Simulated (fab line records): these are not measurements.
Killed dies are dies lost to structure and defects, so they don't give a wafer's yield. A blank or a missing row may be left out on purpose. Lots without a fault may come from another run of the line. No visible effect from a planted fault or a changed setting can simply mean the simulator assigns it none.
Commonality check across tools    flow gf180mcu    Sample size 13 lots and 39 wafers

== WHAT PROMPTED THE OPENING ==
At GF_STI_THK_MEAS_30 the reading STI_OXIDATION_02_THK is flagged on 3 of 13 lots. Fault-free wafers read 10.00 nm, with a standard deviation of 0.18.
Rule: flag the lot when none of its wafers has a number, or when each of its wafers that has one lies beyond 4 standard deviations from that mean. The rest of the lots are taken to be sound.

lot   measured     on             STI_OXIDATION_02_THK (nm), wafer by wafer  flag
L802  day 2 07:22  film-metro-02  10.02 10.11 10.07                          
L803  day 2 11:29  film-metro-04  9.77 9.87 9.90                             
L804  day 2 16:39  film-metro-04  9.99 9.94 9.97                             
L805  day 2 23:55  film-metro-02  9.77 9.79 9.59                             
L806  day 3 03:07  film-metro-01  9.79 9.68 10.02                            
L807  day 3 08:46  film-metro-04  10.42 10.40 10.30                          
L808  day 3 12:57  film-metro-02  10.00 10.05 10.11                          
L809  day 3 18:30  film-metro-04  9.95 9.90 10.17                            
L810  day 4 00:56  film-metro-01  9.95 9.98 10.02                            
L814  day 4 20:56  film-metro-01  10.19 10.23 10.02                          
L816  day 5 06:56  film-metro-04  15.48 15.59 15.58                          FLAGGED
L818  day 5 16:55  film-metro-04  15.87 15.57 15.73                          FLAGGED
L819  day 5 21:07  film-metro-04  15.56 15.71 15.48                          FLAGGED
On average the flagged lots' numbers are 15.62 nm, which is +5.62 nm against the usual, or +31 standard deviations.

== TOOL THAT RAN EACH LOT ==
The record holds 1 process step before the reading, out of a route of 602 steps. Read each cell as the tool, then ch plus the chambers that the sampled wafers visited, then the start.
lot   flag     GF_STI_OXIDATION_29
L802           furnace-02 ch 0, day 2 05:58
L803           furnace-01 ch 0, day 2 10:04
L804           furnace-01 ch 0, day 2 15:15
L805           furnace-01 ch 0, day 2 22:31
L806           furnace-01 ch 0, day 3 01:44
L807           furnace-02 ch 0, day 3 07:23
L808           furnace-02 ch 0, day 3 11:32
L809           furnace-01 ch 0, day 3 17:06
L810           furnace-02 ch 0, day 3 23:31
L814           furnace-02 ch 0, day 4 19:31
L816  FLAGGED  furnace-02 ch 0, day 5 05:32
L818  FLAGGED  furnace-02 ch 0, day 5 15:31
L819  FLAGGED  furnace-02 ch 0, day 5 19:42
What these steps do:
- GF_STI_OXIDATION_29: stabilise 600 s, purge 300 s, target thk 10 nm.
- GF_STI_THK_MEAS_30

== FLAGGED AGAINST TOTAL, ONE TOOL AT A TIME (gauges that did the reading follow at the end) ==
step                 tool           lots run  flagged  share of the flagged lots  sound lots run after its first flagged lot
GF_STI_OXIDATION_29  furnace-01     5         0        none                       -
GF_STI_OXIDATION_29  furnace-02     8         3        all                        0
GF_STI_THK_MEAS_30   film-metro-01  3         0        none                       -
GF_STI_THK_MEAS_30   film-metro-02  3         0        none                       -
GF_STI_THK_MEAS_30   film-metro-04  7         3        all                        0

== WHAT THE TABLE ALLOWS ==
2 rows of the table ran every flagged lot: furnace-02 at GF_STI_OXIDATION_29, film-metro-04 at GF_STI_THK_MEAS_30.
- furnace-02 at GF_STI_OXIDATION_29 ran 8 lots, 3 of them flagged. It ran its last sound lot, L814, at day 4 19:31 and its first flagged lot, L816, at day 5 05:32: a fault with its onset between the two fits.
- film-metro-04 at GF_STI_THK_MEAS_30 ran 7 lots, 3 of them flagged. It ran its last sound lot, L809, at day 3 18:30 and its first flagged lot, L816, at day 5 06:56: a fault with its onset between the two fits.
Because each of these 2 tools fits a fault that began at some hour, counting lots does not separate them. More lots, or a look at what each step does to the wafer, might.

== WHAT THE SIMULATOR PUT IN ==
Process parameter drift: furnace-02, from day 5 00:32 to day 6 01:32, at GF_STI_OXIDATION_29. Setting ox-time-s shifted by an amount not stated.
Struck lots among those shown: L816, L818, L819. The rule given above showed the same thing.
